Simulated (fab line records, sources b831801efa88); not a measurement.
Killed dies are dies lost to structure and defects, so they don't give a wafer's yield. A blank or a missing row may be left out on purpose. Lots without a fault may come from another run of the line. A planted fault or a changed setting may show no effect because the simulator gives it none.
Which tool did it? | flow gf180mcu | 11 lots, 33 wafers sampled, at 2 steps of a route of 602

WHAT THE GAUGES READ, wafer by wafer
GF_V4_RS_MEAS_24: measures by four-point-probe. Usual: V4_W_RS 0.328 ohm/sq, standard deviation 0.0034.
lot  | measured     | on            | V4_W_RS (ohm/sq)  | flag
L347 | day 24 08:56 | film_metro-01 | 0.329 0.334 0.332 |
L348 | day 25 00:16 | film_metro-03 | 0.325 0.326 0.325 |
L349 | day 25 05:12 | film_metro-01 | 0.331 0.326 0.329 |
L350 | day 25 10:04 | film_metro-01 | 0.330 0.328 0.327 |
L351 | day 25 21:32 | film_metro-04 | 0.330 0.328 0.328 |
L352 | day 26 04:29 | film_metro-04 | 0.329 0.330 0.329 |
L353 | day 26 18:11 | film_metro-03 | 0.332 0.333 0.330 |
L354 | day 27 01:15 | film_metro-01 | 0.328 0.328 0.330 |
L355 | day 27 04:18 | film_metro-01 | 0.332 0.328 0.328 |
L357 | day 27 23:28 | film_metro-04 | 0.324 0.332 0.330 |
L360 | day 28 17:11 | film_metro-01 | 0.327 0.331 0.329 |

WHICH TOOL RAN EACH LOT (tool, then ch and the chambers of the sampled wafers, then the start)
lot  | GF_V4_ETCH_16
L347 | rie_diel-02 ch 0,1, day 24 08:02
L348 | rie_diel-04 ch 1,2,3, day 24 23:23
L349 | rie_diel-02 ch 1,2, day 25 04:19
L350 | rie_diel-02 ch 1,2, day 25 09:10
L351 | rie_diel-01 ch 1,2,3, day 25 20:37
L352 | rie_diel-02 ch 0,1, day 26 03:32
L353 | rie_diel-04 ch 1,2, day 26 17:17
L354 | rie_diel-02 ch 0,2,3, day 27 00:22
L355 | rie_diel-01 ch 2,3, day 27 03:23
L357 | rie_diel-02 ch 0,1, day 27 22:35
L360 | rie_diel-02 ch 0,1, day 28 16:17
- GF_V4_ETCH_16: etches BARC in N2/H2.

WHAT THE TOOLS THEMSELVES READ (means of the sampled wafers that have a number; where no wafer has one, the mark that the record gives instead)
GF_V4_ETCH_16. Usual: drypump_motor_current_A 5.9 A, standard deviation 0.5; oes_product_au 0.855 a.u., standard deviation 0.005; throttle_valve_pct 13.224 %, standard deviation 0.0096.
lot  | tool        | drypump_motor_current_A (A) | oes_product_au (a.u.) | throttle_valve_pct (%) | flag
L347 | rie_diel-02 | 5.6                         | 0.855                 | 13.223                 |
L348 | rie_diel-04 | 5.4                         | 0.852                 | 13.223                 |
L349 | rie_diel-02 | 5.8                         | 0.851                 | 13.220                 |
L350 | rie_diel-02 | 5.8                         | 0.852                 | 13.219                 |
L351 | rie_diel-01 | 6.0                         | 0.858                 | 13.230                 |
L352 | rie_diel-02 | 5.9                         | 0.857                 | 13.231                 |
L353 | rie_diel-04 | 5.3                         | 0.855                 | 13.234                 |
L354 | rie_diel-02 | 6.2                         | 0.858                 | 13.221                 |
L355 | rie_diel-01 | 6.3                         | 0.847                 | 13.220                 |
L357 | rie_diel-02 | 5.9                         | 0.855                 | 13.222                 |
L360 | rie_diel-02 | 5.6                         | 0.850                 | 13.222                 |

THE ANSWER, worked out from the rows above alone
Rule: a lot is off if the mean of its wafers that have a number lies more than 3 standard deviations from the usual mean. A lot without any number at a reading at which 4 lots or more have one is off too. The other lots that the step has rows for count as sound. The gauges are gone through in route order, then the tools' own readings, and for those a lot's mean is taken as printed above. The first step at which some lot is off is used, and at that step the reading that is off furthest; a lot without a number counts as furthest.
No lot is off at any reading shown: from this, nothing can be told.

WHAT THE SIMULATOR HAD PUT IN
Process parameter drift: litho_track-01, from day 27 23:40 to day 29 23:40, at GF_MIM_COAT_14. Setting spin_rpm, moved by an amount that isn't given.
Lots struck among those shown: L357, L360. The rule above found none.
